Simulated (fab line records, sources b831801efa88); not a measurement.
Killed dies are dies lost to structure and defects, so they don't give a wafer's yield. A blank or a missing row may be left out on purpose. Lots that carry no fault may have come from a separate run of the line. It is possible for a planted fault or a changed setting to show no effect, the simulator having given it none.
The same fault as seen by 2 desks + flow gf180mcu + numbers are kept per desk, each desk with only its own; the story behind them comes last

## THE METROLOGY DESK
What the gauges read for every lot (on any tool): the sampled wafers with a number, averaged. If a lot's mean is further than 4 standard deviations from the usual mean, the lot is out of limits and carries the mark OUT (the distance appears in the brackets).
Columns: A = HV_LDD_2_TW at GF_HV_LDD_TW_MEAS_23, usual 1053; B = SAB_OVL at GF_SAB_OVL_MEAS_10, usual -0.5 nm; C = CONTACT_CVD_02_THK at GF_CONTACT_THK_MEAS_03, usual 856 nm; D = M2_OVL at GF_M2_OVL_MEAS_15, usual -8 nm
| lot  | first seen here | A              | B    | C   | D   |
|------|-----------------|----------------|------|-----|-----|
| L385 | day 10 21:10    | 1047           | 0.1  | 840 | -10 |
| L386 | day 11 08:25    | 1050           | -2.6 | 873 | -10 |
| L388 | day 11 18:39    | 1056           | 0.7  | 858 | -9  |
| L389 | day 12 04:04    | 1059           | 0.2  | 849 | -7  |
| L391 | day 12 19:50    | 1061           | -0.4 | 854 | -7  |
| L392 | day 13 04:48    | 1058           | -0.8 | 864 | -5  |
| L393 | day 13 17:14    | 1056           | 1.6  | 844 | -17 |
| L394 | day 13 21:55    | 1057           | 1.8  | 866 | -13 |
| L395 | day 14 04:22    | 944 (-11) OUT  | -1.1 | 861 | -6  |
| L396 | day 14 19:19    | 959 (-9.6) OUT | -1.2 | 856 | -5  |
| L397 | day 15 02:14    | 957 (-9.8) OUT | -0.2 | 851 | -7  |
| L401 | day 16 01:27    | 1038           | -1.4 | 855 | -6  |
| L406 | day 17 17:03    | 1066           | -2.6 | 854 | -12 |
| L407 | day 18 05:34    | 1068           | 0.0  | 855 | -9  |
This desk reports L395, L396, L397 out of limits; the earliest was L395 at day 14 04:22 (HV_LDD_2_TW at GF_HV_LDD_TW_MEAS_23). L385, L386, L388, L389, L391, L392, L393, L394, L401, L406, L407: within limits.

## TOOL OWNER'S DESK, implanter-02
GF_HV_LDD_IMPLANT_21, tool's own readings: per-lot mean of the sampled wafers with a number, covering each lot this tool ran. If a lot's mean is further than 4 standard deviations from the usual mean, the lot is out of limits and carries the mark OUT (the distance appears in the brackets).
Columns: A = dose ions cm2 at GF_HV_LDD_IMPLANT_21, usual 5e+13; B = faraday current uA at GF_HV_LDD_IMPLANT_21, usual 282
| lot  | first seen here | A                       | B             |
|------|-----------------|-------------------------|---------------|
| L385 | day 10 20:56    | 5e+13                   | 283           |
| L388 | day 11 18:24    | 5e+13                   | 282           |
| L391 | day 12 19:37    | 5e+13                   | 285           |
| L392 | day 13 04:33    | 5e+13                   | 282           |
| L393 | day 13 16:59    | 5e+13                   | 284           |
| L394 | day 13 21:41    | 5e+13                   | 285           |
| L395 | day 14 04:08    | 4e+13 (-99 or more) OUT | 208 (-13) OUT |
| L396 | day 14 19:04    | 4e+13 (-99 or more) OUT | 208 (-12) OUT |
| L397 | day 15 01:59    | 4e+13 (-99 or more) OUT | 210 (-12) OUT |
| L406 | day 17 16:49    | 5e+13                   | 286           |
| L407 | day 18 05:21    | 5e+13                   | 280           |
This desk's finding: out of limits on L395, L396, L397; first on L395, day 14 04:08 (dose ions cm2 at GF_HV_LDD_IMPLANT_21). L385, L388, L391, L392, L393, L394, L406, L407: within limits.

## ALL TOGETHER
On L395, L396, L397, at day 14 04:08, an alarm was possible from the tool owner's desk.
L395, L396, L397 would have let the metrology desk raise an alarm at day 14 04:22.
The lots listed all ran GF_HV_LDD_IMPLANT_21 on implanter-02.

## WHAT THE SIMULATOR HAD PUT IN
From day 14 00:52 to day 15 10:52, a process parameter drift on implanter-02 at GF_HV_LDD_IMPLANT_21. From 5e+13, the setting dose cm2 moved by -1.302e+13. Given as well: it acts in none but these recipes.
Struck lots among those shown: L395, L396, L397.
Delay (hours) between the fault's onset and each desk's first out-of-limits reading: 3 at the tool owner's desk, 3 at the metrology desk.
